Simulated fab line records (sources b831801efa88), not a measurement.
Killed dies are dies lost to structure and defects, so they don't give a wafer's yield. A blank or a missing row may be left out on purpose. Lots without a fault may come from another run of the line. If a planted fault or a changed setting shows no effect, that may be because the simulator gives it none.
Chamber matching | flow sky130 | rie_diel-04 running SKY_PAD_OPEN_ETCH_07: 4 sister chambers
The step etches the open film in CF4/O2, stops on AlCu, target depth 725 nm, time 161.1 s. 4 wafers are shown with their chamber, then 8 later ones without.

## WAFERS WITH THEIR CHAMBER
wafer  | chamber | drypump_motor_current_A (A)
L086.2 | 3       | 6.0
L086.6 | 0       | 5.5
L088.6 | 1       | 6.6
L089.2 | 2       | 5.0

## WAFERS WITH NO CHAMBER GIVEN
wafer  | drypump_motor_current_A (A)
L089.4 | 6.0
L089.6 | 6.0
L090.1 | 6.6
L090.2 | 5.0
L090.6 | 5.5
L096.1 | 6.5
L096.3 | 5.0
L096.5 | 6.6

## WHICH CHAMBER EACH WENT THROUGH
wafer  | from the rows above | in truth
L089.4 | 3                   | 3
L089.6 | 3                   | 3
L090.1 | 1                   | 1
L090.2 | 2                   | 2
L090.6 | 0                   | 0
L096.1 | 1                   | 1
L096.3 | 2                   | 2
L096.5 | 1                   | 1
8 of 8 placed correctly. Not placeable from these rows: 0. Placed wrongly: 0.
How it was worked out, from the rows above alone: a wafer's distance from a chamber is the root of the sum, over the readings, of the square of ((its reading less the chamber's mean) divided by the reading's scatter). The wafer belongs to the nearest chamber; if the next one is less than 2 further off, it can't be placed. Each chamber's mean is taken over the wafers shown for it. The scatter (one wafer shown for each chamber): square how far every hidden wafer sits from the nearest shown wafer, average those squares and take the square root.
